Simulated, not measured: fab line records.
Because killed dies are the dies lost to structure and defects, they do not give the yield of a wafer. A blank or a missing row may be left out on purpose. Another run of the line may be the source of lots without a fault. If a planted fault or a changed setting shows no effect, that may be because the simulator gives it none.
fab line records	flow gf180mcu
[record] lots = 12	wafers = 36	last-day = 34
route steps=602 shown POLY_GATE@157 NSD@247
lots that met no fault: from a run of the same line without faults
start-h: hours from the record's first day to the start of the lot's first wafer shown	wait-h: hours since the lot's step before	" same as the row above	L1.1+2: a single row standing in for several wafers	- no value, or no start given	* or withheld: withheld	< > ~ a bound
route shown NAME@n: a module of which the file shows steps, and the number in the route of the first	usual: mean/standard deviation taken from wafers without a fault	same: alike in all rows	chamber/n: place in a boat	sites: readings site by site	_std_site: standard deviation across them	_edge_site: inner sites' mean taken away from outer sites' mean	radius-mm: for every site, how far away it sits from the centre of the wafer	mask NAME#n: copy n	behind: tool/chamber where the wafer was last shaped	hold: reason for holding the lot/hours on hold/outcome of the hold	device: the n, p or np transistor that did not switch	end of line: the route-end tests of the same wafers	step lacking rows: just its recipe	killed: at the first sort, the dies lost to defects and structure; wafer yield is something else	map: dies across one wafer; x = killed, . = not, _ = none there
set.NAME: the setting that was run; set.NAME@STEP: the one run at that earlier step	model.NAME: the simulator's own value behind a step, which no gauge read
route steps across a sampled set of lots; one table per step, one row per wafer
services: from which hour (start-h, from the record's first day; less than 0 if before it) a tool's chamber was out of use, for how many hours, and why
[[steps]]
[step GF_POLY_GATE_CVD_00]
[recipe] material = poly-Si	target-thk-nm = 200	temp-c = 620	time-s = 1200	pressure-mtorr = 200
[usual] pressure-mtorr = 200.1/0.37
lot.wafer	tool	chamber	start-h	wait-h	pressure-mtorr
L159.1	lpcvd-02	1	179.95	0.0	200.0
L159.5	"	1	"	"	200.2
L159.6	"	1	"	"	200.0
L164.1	lpcvd-02	1	219.66	0.0	199.8
L164.5	"	1	"	"	200.6
L164.6	"	1	"	"	200.3
L165.3	lpcvd-02	1	225.36	0.0	200.4
L165.4	"	1	"	"	200.1
L165.5	"	1	"	"	200.5
L167.3	lpcvd-01	1	234.02	0.0	200.5
L167.4	"	1	"	"	200.3
L167.6	"	1	"	"	200.6
L168.2	lpcvd-02	1	246.24	0.1	200.4
L168.3	"	1	"	"	200.5
L168.6	"	1	"	"	200.3
L171.2	lpcvd-02	0	266.20	0.0	200.0
L171.4	"	0	"	"	200.3
L171.5	"	0	"	"	200.4
L173.1	lpcvd-01	1	278.07	0.0	200.2
L173.2	"	1	"	"	200.3
L173.4	"	1	"	"	199.6
L176.1	lpcvd-01	0	297.36	0.0	200.0
L176.4	"	0	"	"	199.9
L176.6	"	0	"	"	200.1
L177.1	lpcvd-02	1	304.62	0.0	99.7
L177.2	"	1	"	"	100.0
L177.5	"	1	"	"	99.4
L178.1	lpcvd-02	1	316.77	0.0	100.5
L178.3	"	1	"	"	100.0
L178.4	"	1	"	"	99.7
L180.3	lpcvd-01	0	328.54	0.0	200.1
L180.4	"	0	"	"	200.7
L180.5	"	0	"	"	200.3
L181.1	lpcvd-01	0	334.84	0.0	199.3
L181.3	"	0	"	"	199.2
L181.4	"	0	"	"	199.2
[step GF_POLY_GATE_THK_MEAS_01]
[recipe] reads = poly-Si_of_POLY_GATE_CVD_00
[usual] POLY_GATE_CVD_00_THK = 199.7/1.9
lot.wafer	tool	chamber	start-h	wait-h	hold	POLY_GATE_CVD_00_THK[nm]
L159.1	film-metro-02	-	181.29	0.0	-	204.2
L159.5	"	-	"	"	-	205.1
L159.6	"	-	"	"	-	204.0
L164.1	film-metro-04	-	220.99	0.0	-	201.3
L164.5	"	-	"	"	-	200.3
L164.6	"	-	"	"	-	199.9
L165.3	film-metro-03	-	227.38	0.0	-	202.2
L165.4	"	-	"	"	-	201.7
L165.5	"	-	"	"	-	200.5
L167.3	film-metro-02	-	235.38	0.0	-	198.2
L167.4	"	-	"	"	-	199.8
L167.6	"	-	"	"	-	200.0
L168.2	film-metro-03	-	247.58	0.0	-	201.2
L168.3	"	-	"	"	-	202.7
L168.6	"	-	"	"	-	200.7
L171.2	film-metro-03	-	267.55	0.0	-	199.5
L171.4	"	-	"	"	-	199.8
L171.5	"	-	"	"	-	200.5
L173.1	film-metro-03	-	279.40	0.0	-	199.6
L173.2	"	-	"	"	-	199.5
L173.4	"	-	"	"	-	200.2
L176.1	film-metro-02	-	298.69	0.0	-	200.0
L176.4	"	-	"	"	-	198.6
L176.6	"	-	"	"	-	197.7
L177.1	film-metro-03	-	305.96	0.0	await-dispo/0.2h/release	139.2
L177.2	"	-	"	"	await-dispo/0.2h/release	140.0
L177.5	"	-	"	"	await-dispo/0.2h/release	139.2
L177.1	film-metro-03	-	306.18	0.2	-	139.1
L177.2	"	-	"	"	-	139.9
L177.5	"	-	"	"	-	139.2
L178.1	film-metro-02	-	318.11	0.0	await-dispo/0.2h/release	138.9
L178.3	"	-	"	"	await-dispo/0.2h/release	137.6
L178.4	"	-	"	"	await-dispo/0.2h/release	139.7
L178.1	film-metro-02	-	318.33	0.2	-	138.9
L178.3	"	-	"	"	-	137.5
L178.4	"	-	"	"	-	139.6
L180.3	film-metro-04	-	329.89	0.0	-	199.7
L180.4	"	-	"	"	-	198.0
L180.5	"	-	"	"	-	197.6
L181.1	film-metro-03	-	336.17	0.0	-	198.7
L181.3	"	-	"	"	-	196.0
L181.4	"	-	"	"	-	198.0
[step GF_POLY_GATE_ETCH_12]
[recipe] chemistry = N2/H2	target-depth-a = withheld	overetch-a = withheld	time-s = withheld	target = BARC	ion-energy-ev = 200	source-w = 500	bias-w = 100	pressure-mtorr = 30	n2-flow-sccm = 100	h2-flow-sccm = 200
[usual] drypump-motor-current-A = 5.7/0.41	oes-product-au = 0.735/0.0044	throttle-valve-pct = 13.215/0.01
lot.wafer	tool	chamber	start-h	wait-h	drypump-motor-current-A	oes-product-au	throttle-valve-pct
L159.1	rie-diel-02	2	198.61	0.0	5.2	0.735	13.203
L159.5	"	1	"	"	5.9	0.730	13.193
L159.6	"	2	"	"	5.2	0.723	13.205
L164.1	rie-diel-02	3	239.21	0.0	4.9	0.733	13.214
L164.5	"	1	"	"	5.9	0.739	13.205
L164.6	"	0	"	"	5.8	0.728	13.234
L165.3	rie-diel-04	2	245.96	0.0	5.9	0.726	13.207
L165.4	"	0	"	"	5.3	0.741	13.226
L165.5	"	3	"	"	5.7	0.734	13.197
L167.3	rie-diel-03	3	254.11	0.0	5.6	0.736	13.231
L167.4	"	1	"	"	5.7	0.729	13.230
L167.6	"	3	"	"	5.6	0.734	13.221
L168.2	rie-diel-04	0	266.69	0.0	5.3	0.735	13.223
L168.3	"	2	"	"	5.9	0.733	13.211
L168.6	"	1	"	"	5.7	0.732	13.209
L171.2	rie-diel-03	1	287.26	0.0	5.6	0.744	13.196
L171.4	"	3	"	"	5.6	0.725	13.218
L171.5	"	1	"	"	5.6	0.729	13.224
L173.1	rie-diel-04	1	299.61	0.0	5.7	0.733	13.216
L173.2	"	0	"	"	5.2	0.741	13.200
L173.4	"	3	"	"	5.7	0.741	13.206
L176.1	rie-diel-02	2	320.11	0.0	5.2	0.738	13.223
L176.4	"	3	"	"	4.9	0.738	13.223
L176.6	"	1	"	"	5.9	0.735	13.234
L177.1	rie-diel-02	2	327.55	0.0	5.2	0.736	13.223
L177.2	"	3	"	"	4.9	0.736	13.211
L177.5	"	3	"	"	4.9	0.745	13.222
L178.1	rie-diel-03	3	339.44	0.0	5.6	0.743	13.217
L178.3	"	2	"	"	6.5	0.736	13.203
L178.4	"	1	"	"	5.6	0.735	13.209
L180.3	rie-diel-02	2	351.36	0.0	5.2	0.736	13.211
L180.4	"	0	"	"	5.8	0.738	13.217
L180.5	"	0	"	"	5.8	0.736	13.225
L181.1	rie-diel-04	2	358.69	0.0	5.9	0.734	13.200
L181.3	"	3	"	"	5.7	0.739	13.222
L181.4	"	1	"	"	5.7	0.742	13.218
[step GF_POLY_GATE_ETCH_13]
[recipe] target = poly-Si	target-depth-nm = 198.5	stop-on = SiO2	over-etch-frac = 0.403	chemistry = HBr/Cl2	icp-w = 400	bias-w = 100	pressure-mtorr = 10	HBr_flow_sccm = 150	Cl2_flow_sccm = 50	time-s = 69.6
[usual] drypump-motor-current-A = 5.6/0.46	oes-product-au = 0.992/0.0066	throttle-valve-pct = 33.684/0.0097
lot.wafer	tool	chamber	start-h	wait-h	drypump-motor-current-A	oes-product-au	rf-hours-counter-h	throttle-valve-pct
L159.1	rie-si-01	0	198.66	-	5.2	0.997	35	33.696
L159.5	"	1	"	"	5.8	0.997	-	33.697
L159.6	"	2	"	"	5.0	1.007	-	33.691
L164.1	rie-si-02	2	239.26	-	5.4	0.990	116	33.690
L164.5	"	1	"	"	5.5	0.996	-	33.679
L164.6	"	3	"	"	6.4	0.999	-	33.692
L165.3	rie-si-02	3	246.01	-	6.4	1.005	36	33.675
L165.4	"	0	"	"	6.0	0.997	-	33.701
L165.5	"	3	"	"	6.4	1.007	-	33.690
L167.3	rie-si-02	3	254.16	-	6.3	0.980	36	33.674
L167.4	"	1	"	"	5.5	0.988	-	33.700
L167.6	"	3	"	"	6.4	0.994	-	33.686
L168.2	rie-si-01	2	266.74	-	5.0	0.995	3	33.682
L168.3	"	0	"	"	5.2	0.992	36	33.689
L168.6	"	3	"	"	5.1	0.993	-	33.670
L171.2	rie-si-02	0	287.31	-	6.0	0.996	0	33.698
L171.4	"	2	"	"	5.4	0.986	0	33.687
L171.5	"	3	"	"	6.4	0.993	-	33.671
L173.1	rie-si-01	2	299.66	-	5.0	0.988	4	33.686
L173.2	"	0	"	"	5.2	0.994	37	33.670
L173.4	"	3	"	"	5.2	1.003	1	33.681
L176.1	rie-si-01	1	320.16	-	5.8	1.000	5	33.676
L176.4	"	0	"	"	5.2	0.987	37	33.692
L176.6	"	1	"	"	5.8	0.999	-	33.667
L177.1	rie-si-02	1	327.61	-	5.5	0.786	2	33.676
L177.2	"	0	"	"	6.0	0.777	1	33.688
L177.5	"	1	"	"	5.5	0.785	-	33.674
L178.1	rie-si-01	1	339.49	-	5.8	0.779	5	33.689
L178.3	"	2	"	"	4.9	0.774	4	33.699
L178.4	"	0	"	"	5.2	0.776	37	33.685
L180.3	rie-si-02	0	351.41	-	6.0	1.001	1	33.687
L180.4	"	2	"	"	5.4	0.993	1	33.668
L180.5	"	3	"	"	6.4	0.988	-	33.687
L181.1	rie-si-02	0	358.74	-	6.0	0.989	1	33.678
L181.3	"	3	"	"	6.4	0.986	37	33.684
L181.4	"	2	"	"	5.4	0.986	1	33.689
[step GF_POLY_GATE_THK_MEAS_17]
[recipe] reads = SiO2_of_POLY_GATE_OXIDATION_16
[usual] POLY_GATE_OXIDATION_THK = 4.03/0.07
lot.wafer	tool	chamber	start-h	wait-h	POLY_GATE_OXIDATION_THK[nm]
L159.1	film-metro-03	-	200.53	0.0	4.02
L159.5	"	-	"	"	3.98
L159.6	"	-	"	"	3.94
L164.1	film-metro-02	-	240.72	0.0	4.15
L164.5	"	-	"	"	4.08
L164.6	"	-	"	"	3.98
L165.3	film-metro-02	-	247.54	0.1	4.02
L165.4	"	-	"	"	4.08
L165.5	"	-	"	"	4.06
L167.3	film-metro-04	-	256.16	0.0	4.02
L167.4	"	-	"	"	4.07
L167.6	"	-	"	"	3.96
L168.2	film-metro-03	-	268.21	0.0	3.99
L168.3	"	-	"	"	4.08
L168.6	"	-	"	"	4.02
L171.2	film-metro-04	-	288.77	0.0	4.11
L171.4	"	-	"	"	4.12
L171.5	"	-	"	"	4.07
L173.1	film-metro-03	-	301.11	0.0	4.01
L173.2	"	-	"	"	4.16
L173.4	"	-	"	"	4.05
L176.1	film-metro-03	-	321.62	0.0	4.06
L176.4	"	-	"	"	4.13
L176.6	"	-	"	"	4.08
L177.1	film-metro-04	-	329.06	0.0	4.00
L177.2	"	-	"	"	4.00
L177.5	"	-	"	"	4.06
L178.1	film-metro-02	-	341.37	0.0	4.00
L178.3	"	-	"	"	4.00
L178.4	"	-	"	"	4.03
L180.3	film-metro-03	-	353.23	0.0	4.04
L180.4	"	-	"	"	3.99
L180.5	"	-	"	"	4.04
L181.1	film-metro-03	-	360.34	0.0	3.96
L181.3	"	-	"	"	3.96
L181.4	"	-	"	"	4.02
[step GF_NSD_TW_MEAS_12]
[usual] NSD_TW = 4253/21
lot.wafer	tool	chamber	start-h	wait-h	NSD_TW
L159.1	film-metro-02	-	297.88	0.1	4260
L159.5	"	-	"	"	4281
L159.6	"	-	"	"	4276
L164.1	film-metro-03	-	347.59	0.1	4251
L164.5	"	-	"	"	4295
L164.6	"	-	"	"	4260
L165.3	film-metro-03	-	354.22	0.1	4281
L165.4	"	-	"	"	4281
L165.5	"	-	"	"	4267
L167.3	film-metro-01	-	363.78	0.1	4265
L167.4	"	-	"	"	4253
L167.6	"	-	"	"	4273
L168.2	film-metro-01	-	376.93	0.1	4248
L168.3	"	-	"	"	4268
L168.6	"	-	"	"	4249
L171.2	film-metro-01	-	403.33	0.1	4267
L171.4	"	-	"	"	4294
L171.5	"	-	"	"	4283
L173.1	film-metro-03	-	414.76	0.1	4228
L173.2	"	-	"	"	4237
L173.4	"	-	"	"	4229
L176.1	film-metro-02	-	438.11	0.1	4247
L176.4	"	-	"	"	4202
L176.6	"	-	"	"	4240
L177.1	film-metro-02	-	444.92	0.1	4230
L177.2	"	-	"	"	4206
L177.5	"	-	"	"	4228
L178.1	film-metro-01	-	459.32	0.1	4253
L178.3	"	-	"	"	4225
L178.4	"	-	"	"	4246
L180.3	film-metro-02	-	473.48	0.1	4271
L180.4	"	-	"	"	4266
L180.5	"	-	"	"	4256
L181.1	film-metro-02	-	481.71	0.1	4240
L181.3	"	-	"	"	4256
L181.4	"	-	"	"	4264
[[services]]
tool	chamber	start-h	hours	kind
rie-diel-03	-	159.90	0.6	repair
rie-diel-02	0	170.90	2.9	repair
rie-si-01	-	181.36	2.8	pm
rie-diel-04	2	190.34	17.8	repair
rie-diel-04	0	199.79	16.0	repair
rie-si-01	2	208.24	3.3	repair
rie-si-02	-	217.54	0.6	repair
rie-si-02	0	224.72	-	clean
rie-si-02	0	224.72	19.7	scheduled-down
rie-si-01	2	229.05	3.0	repair
rie-diel-03	-	234.84	1.1	repair
lpcvd-01	-	242.41	28.1	pm
rie-diel-02	2	242.67	31.4	repair
rie-diel-03	1	244.84	1.5	repair
rie-diel-03	2	259.85	5.8	repair
rie-diel-03	2	272.45	1.2	repair
rie-diel-02	1	275.59	1.4	repair
lpcvd-01	-	282.80	6.0	pm
lpcvd-01	-	291.84	2.8	pm
rie-si-02	1	319.15	6.4	repair
rie-diel-02	2	322.81	2.5	repair
rie-diel-03	1	335.65	2.4	repair
rie-diel-03	-	341.18	2.8	pm
rie-diel-03	3	353.57	14.6	repair
[[key]]
[first-sign] step = GF_POLY_GATE_CVD_00	reading = pressure-mtorr	direction = down	sigmas = 99+	usual = 200.1	struck = 99.9
[effect] step = GF_POLY_GATE_THK_MEAS_01	reading = visit	direction = added
[effect] step = GF_POLY_GATE_THK_MEAS_01	reading = POLY_GATE_CVD_00_THK	direction = down	sigmas = 33	usual = 199.7	struck = 139.1
[effect] step = GF_POLY_GATE_ETCH_13	reading = oes-product-au	direction = down	sigmas = 32	usual = 0.992	struck = 0.780
met-at GF_POLY_GATE_CVD_00
struck-lots L177,L178
tester-left-out L177,L178
not-acting-at GF_POLY_GATE_ETCH_12,GF_POLY_GATE_THK_MEAS_17,GF_NSD_TW_MEAS_12
onset-between 266.20 304.62
[fault] kind = process-parameter-drift	tool = lpcvd-02	chamber = -	onset-h = 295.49	steps = GF_POLY_GATE_CVD_00	channel = pressure-mtorr	offset = -100	shape = step	end-h = 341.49	acts-in = these-recipes-only	stated = 200
// tester-left-out: of these lots the tester's yield and bins aren't shown, on N5 and GAA mostly nor the transistor test; their killed dies are dies lost to structure and defects alone, not to doping, threshold or leakage, so they don't give the yield
